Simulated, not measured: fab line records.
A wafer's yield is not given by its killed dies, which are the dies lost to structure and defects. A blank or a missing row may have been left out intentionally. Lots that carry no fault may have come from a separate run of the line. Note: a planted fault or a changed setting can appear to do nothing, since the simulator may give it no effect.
A lot that was struck, set against a sound lot | flow sky130 | 17 out of 708 route steps
Sound: the wafers L721.3, L721.4, L721.5. The struck wafers were L724.1, L724.3, L724.5. Last of all comes the cause.
Order at every step that has rows: each side's tool, ch and its chambers, its first start. Under that, the readings that differ: sound wafers | struck wafers | difference of the means | sigmas: that difference in standard deviations of wafers without a fault.
alike: readings with means less than 2 such deviations apart, plus words and numbers identical on both sides. not compared: withheld readings, readings lacking a value on some wafer, bounds such as >300 that could conceal the same value, and numbers that have no deviation in the record and whose values overlap.
The two part at a step that has a row with sigmas, a row that says differs or no value, or rows on one side only. Numbers that have no deviation but don't overlap get no sigmas and don't part them. A reading that every wafer of one side lacks parts them only if that side has two wafers or more.

first, 3 steps without rows for these wafers: SKY_LDD_P_EXPOSE_04 (exposes mask PSDM, target cd 380 nm); SKY_LDD_P_PEB_05; SKY_LDD_P_DEVELOP_06 (develop time 60 s).
SKY_LDD_P_CD_MEAS_07 targets a cd of 380 nm.
  struck on cd-sem-01, day 25 00:38; sound on cd-sem-01, day 24 14:16
  reading    | sound             | struck            | difference | sigmas
  cd-nm (nm) | 373.7 376.9 372.9 | 382.6 384.0 385.1 | +9.4       | +4
SKY_LDD_P_OVL_MEAS_08:
  struck on overlay-02, day 25 00:45; sound on overlay-01, day 24 14:22
  alike: LDD_P_OVL
following that, these wafers have no rows for 1 step: SKY_LDD_P_IMPLANT_09.
SKY_LDD_P_STRIP_10: strips in O2/N2.
  sound on plasma-asher-02 ch 0,1, day 24 14:34; struck on plasma-asher-03 ch 0,1, day 25 00:56
  alike: drypump-motor-current-A, oes-product-au, strip-time-to-endpoint-s
  not compared: rf-hours-counter-h
SKY_LDD_P_TW_MEAS_11:
  struck on film-metro-03, day 25 01:02; sound on film-metro-02, day 24 14:39
  reading  | sound       | struck      | difference | sigmas
  LDD_P_TW | 644 643 645 | 627 626 631 | -16        | -2
then, 4 steps without rows for these wafers: SKY_LDD_HVN_DEHYDRATE_00 (time 60 s); SKY_LDD_HVN_HMDS_01 (prime time 60 s); SKY_LDD_HVN_COAT_02 (resist thk 300 nm); SKY_LDD_HVN_SOFTBAKE_03 (time 60 s).
SKY_LDD_HVN_EXPOSE_04: exposes mask HVNTM, target cd 700 nm.
  sound on iline-stepper-02 ch 0, day 25 05:37; struck on iline-stepper-01 ch 0, day 25 15:59
  reading                         | sound                | struck               | difference | sigmas
  model.LDD_HVN.overlay-x-nm (nm) | -0.269 -0.269 -0.269 | -50.98 -50.98 -50.98 | -50.71     |
  alike: mask, focus-offset-nm, stage-vel-mm-s
then, 2 steps without rows for these wafers: SKY_LDD_HVN_PEB_05; SKY_LDD_HVN_DEVELOP_06 (develop time 60 s).
SKY_LDD_HVN_OVL_MEAS_07:
  struck on overlay-01, day 26 06:20; sound on overlay-01, day 25 20:41
  reading          | sound          | struck            | difference | sigmas
  LDD_HVN_OVL (nm) | -1.4 -2.3 -2.3 | -52.3 -52.2 -53.0 | -50.5      | -39
  not compared: hold
-- record jumps: 24 days separate the struck wafers' starts on either side; left off in module LDD_HVN, taken up again in module PAD_OPEN, whose first shown step is the route's number 708 --
SKY_PAD_OPEN_PROBE_99:
  only the struck wafers here have rows in the record (prober-02, day 50 00:15); the sound ones have none

== WHERE THEY PART ==
Last at SKY_PAD_OPEN_PROBE_99 as far as this record goes, first at SKY_LDD_P_CD_MEAS_07.

WHY: what had been put in by the simulator
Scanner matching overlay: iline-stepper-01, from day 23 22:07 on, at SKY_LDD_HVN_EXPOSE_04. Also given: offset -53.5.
